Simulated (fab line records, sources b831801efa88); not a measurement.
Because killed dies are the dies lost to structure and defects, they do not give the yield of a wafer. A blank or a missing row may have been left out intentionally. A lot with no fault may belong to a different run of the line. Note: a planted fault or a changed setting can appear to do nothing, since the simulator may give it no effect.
Which of the tools did it? / flow sky130 / 45 wafers from 15 lots sampled at 3 of the route's 708 steps

WHAT EACH GAUGE READ, for each wafer
SKY_VT_ADJUST_HVTR_OVL_MEAS_08.
lot=L926; measured=day 9 13:49; on=overlay-01; VT_ADJUST_HVTR_OVL (nm)=0.2 0.9 3.1
lot=L927; measured=day 9 20:19; on=overlay-01; VT_ADJUST_HVTR_OVL (nm)=0.7 2.5 1.8
lot=L931; measured=day 10 23:40; on=overlay-01; VT_ADJUST_HVTR_OVL (nm)=-0.7 -0.4 -1.2
lot=L933; measured=day 11 15:14; on=overlay-01; VT_ADJUST_HVTR_OVL (nm)=1.5 2.1 0.9
lot=L934; measured=day 12 03:35; on=overlay-02; VT_ADJUST_HVTR_OVL (nm)=0.2 0.8 0.8
lot=L935; measured=day 12 10:48; on=overlay-02; VT_ADJUST_HVTR_OVL (nm)=1.6 2.9 0.7
lot=L936; measured=day 12 17:51; on=overlay-02; VT_ADJUST_HVTR_OVL (nm)=0.9 2.8 1.1
lot=L939; measured=day 13 09:39; on=overlay-01; VT_ADJUST_HVTR_OVL (nm)=0.7 0.2 2.1
lot=L940; measured=day 13 19:12; on=overlay-02; VT_ADJUST_HVTR_OVL (nm)=1.7 1.6 1.9
lot=L941; measured=day 14 04:22; on=overlay-01; VT_ADJUST_HVTR_OVL (nm)=2.3 0.0 3.4
lot=L942; measured=day 14 11:58; on=overlay-01; VT_ADJUST_HVTR_OVL (nm)=0.2 0.1 0.4
lot=L945; measured=day 15 14:52; on=overlay-02; VT_ADJUST_HVTR_OVL (nm)=0.7 1.4 0.0
lot=L947; measured=day 16 02:27; on=overlay-02; VT_ADJUST_HVTR_OVL (nm)=1.0 0.2 -0.7
lot=L948; measured=day 16 04:19; on=overlay-02; VT_ADJUST_HVTR_OVL (nm)=1.4 0.8 1.4
lot=L949; measured=day 16 10:38; on=overlay-01; VT_ADJUST_HVTR_OVL (nm)=1.8 2.4 2.9

SKY_POLY_GATE_OVL_MEAS_14.
lot=L926; measured=day 16 11:12; on=overlay-01; POLY_GATE_OVL (nm)=4 1 3
lot=L927; measured=day 16 18:02; on=overlay-01; POLY_GATE_OVL (nm)=-5 -2 -2
lot=L931; measured=day 18 03:34; on=overlay-02; POLY_GATE_OVL (nm)=5 3 7
lot=L933; measured=day 19 06:02; on=overlay-02; POLY_GATE_OVL (nm)=9 -2 5
lot=L934; measured=day 19 17:29; on=overlay-01; POLY_GATE_OVL (nm)=-11 -7 -3
lot=L935; measured=day 20 08:46; on=overlay-02; POLY_GATE_OVL (nm)=-15 -9 -5
lot=L936; measured=day 20 15:15; on=overlay-01; POLY_GATE_OVL (nm)=-4 -4 -1
lot=L939; measured=day 21 09:34; on=overlay-02; POLY_GATE_OVL (nm)=-8 -3 -5
lot=L940; measured=day 22 05:43; on=overlay-02; POLY_GATE_OVL (nm)=-6 -6 -9
lot=L941; measured=day 22 06:20; on=overlay-01; POLY_GATE_OVL (nm)=6 -4 -4
lot=L942; measured=day 22 12:31; on=overlay-01; POLY_GATE_OVL (nm)=-5 -1 0
lot=L945; measured=day 23 18:15; on=overlay-01; POLY_GATE_OVL (nm)=5 5 4
lot=L947; measured=day 24 08:04; on=overlay-01; POLY_GATE_OVL (nm)=3 -3 3
lot=L948; measured=day 24 09:37; on=overlay-01; POLY_GATE_OVL (nm)=-3 -4 -4
lot=L949; measured=day 24 12:23; on=overlay-01; POLY_GATE_OVL (nm)=2 -2 2

TOOL THAT RAN EACH LOT (tool first, then ch and the chambers of the sampled wafers, then the start)
lot=L926; SKY_VT_ADJUST_NCORE_EXPOSE_04=iline-stepper-01 ch 0, day 8 06:58
lot=L927; SKY_VT_ADJUST_NCORE_EXPOSE_04=iline-stepper-01 ch 0, day 8 13:34
lot=L931; SKY_VT_ADJUST_NCORE_EXPOSE_04=iline-stepper-01 ch 0, day 9 14:59
lot=L933; SKY_VT_ADJUST_NCORE_EXPOSE_04=iline-stepper-01 ch 0, day 10 04:11
lot=L934; SKY_VT_ADJUST_NCORE_EXPOSE_04=iline-stepper-01 ch 0, day 10 15:48
lot=L935; SKY_VT_ADJUST_NCORE_EXPOSE_04=iline-stepper-02 ch 0, day 10 23:04
lot=L936; SKY_VT_ADJUST_NCORE_EXPOSE_04=iline-stepper-01 ch 0, day 11 05:33
lot=L939; SKY_VT_ADJUST_NCORE_EXPOSE_04=iline-stepper-01 ch 0, day 11 19:32
lot=L940; SKY_VT_ADJUST_NCORE_EXPOSE_04=iline-stepper-01, day 12 04:43
lot=L941; SKY_VT_ADJUST_NCORE_EXPOSE_04=iline-stepper-01, day 12 14:27
lot=L942; SKY_VT_ADJUST_NCORE_EXPOSE_04=iline-stepper-01, day 12 20:17
lot=L945; SKY_VT_ADJUST_NCORE_EXPOSE_04=iline-stepper-01 ch 0, day 13 23:08
lot=L947; SKY_VT_ADJUST_NCORE_EXPOSE_04=iline-stepper-01 ch 0, day 14 09:49
lot=L948; SKY_VT_ADJUST_NCORE_EXPOSE_04=iline-stepper-01 ch 0, day 14 12:17
lot=L949; SKY_VT_ADJUST_NCORE_EXPOSE_04=iline-stepper-01 ch 0, day 14 18:06
- SKY_VT_ADJUST_NCORE_EXPOSE_04: exposes mask LVTN COMPLEMENT THIN, target cd 380 nm.

WHAT THE TOOLS THEMSELVES READ (means of the sampled wafers that have a number; where no wafer has one, the mark that the record gives instead)
SKY_VT_ADJUST_NCORE_EXPOSE_04.
lot=L926; tool=iline-stepper-01; exposure-dose-mJ-cm2=139.02; focus-offset-nm (nm)=-0.2
lot=L927; tool=iline-stepper-01; exposure-dose-mJ-cm2=139.07; focus-offset-nm (nm)=-0.1
lot=L931; tool=iline-stepper-01; exposure-dose-mJ-cm2=138.94; focus-offset-nm (nm)=0.0
lot=L933; tool=iline-stepper-01; exposure-dose-mJ-cm2=139.01; focus-offset-nm (nm)=-0.6
lot=L934; tool=iline-stepper-01; exposure-dose-mJ-cm2=139.17; focus-offset-nm (nm)=0.5
lot=L935; tool=iline-stepper-02; exposure-dose-mJ-cm2=138.88; focus-offset-nm (nm)=0.3
lot=L936; tool=iline-stepper-01; exposure-dose-mJ-cm2=139.08; focus-offset-nm (nm)=-0.6
lot=L939; tool=iline-stepper-01; exposure-dose-mJ-cm2=138.87; focus-offset-nm (nm)=0.3
lot=L940; tool=iline-stepper-01; exposure-dose-mJ-cm2=-; focus-offset-nm (nm)=-
lot=L941; tool=iline-stepper-01; exposure-dose-mJ-cm2=-; focus-offset-nm (nm)=-
lot=L942; tool=iline-stepper-01; exposure-dose-mJ-cm2=-; focus-offset-nm (nm)=-
lot=L945; tool=iline-stepper-01; exposure-dose-mJ-cm2=139.09; focus-offset-nm (nm)=0.3
lot=L947; tool=iline-stepper-01; exposure-dose-mJ-cm2=139.06; focus-offset-nm (nm)=-0.0
lot=L948; tool=iline-stepper-01; exposure-dose-mJ-cm2=138.89; focus-offset-nm (nm)=-0.4
lot=L949; tool=iline-stepper-01; exposure-dose-mJ-cm2=139.00; focus-offset-nm (nm)=0.1

THE ANSWER, worked out from the rows above alone
Rule: usual is defined by the lots themselves. The widest of any qualifying gaps counts: lots, ordered by their means at a reading, are off when they make up no more than a third of the lots, leave a main group of 4 or more, and stand apart from it by 3 or more times the standard deviation of that group's means. A main group whose means are all the same, to the digits that the tables above print for the reading, isn't used. A lot without any number at a reading at which 4 lots or more have one is off too. Any other lot the step has rows for is counted as sound. After the gauges, taken in route order, come the tools' own readings; for these a lot's mean is taken, as printed above. At the first step where some lot is off, the reading lying furthest off is the one used; lots without a number count as furthest.
Off, at SKY_VT_ADJUST_NCORE_EXPOSE_04 on exposure-dose-mJ-cm2: L940, L941, L942. Without a number there: L940, L941, L942. The main group: mean 139.01, standard deviation 0.091.
If a tool, at that step or one of the process steps before it, ran each lot that is off and ran no sound lot following the first of them, it fits. No candidate that was tried fits.

WHAT THE SIMULATOR PUT IN
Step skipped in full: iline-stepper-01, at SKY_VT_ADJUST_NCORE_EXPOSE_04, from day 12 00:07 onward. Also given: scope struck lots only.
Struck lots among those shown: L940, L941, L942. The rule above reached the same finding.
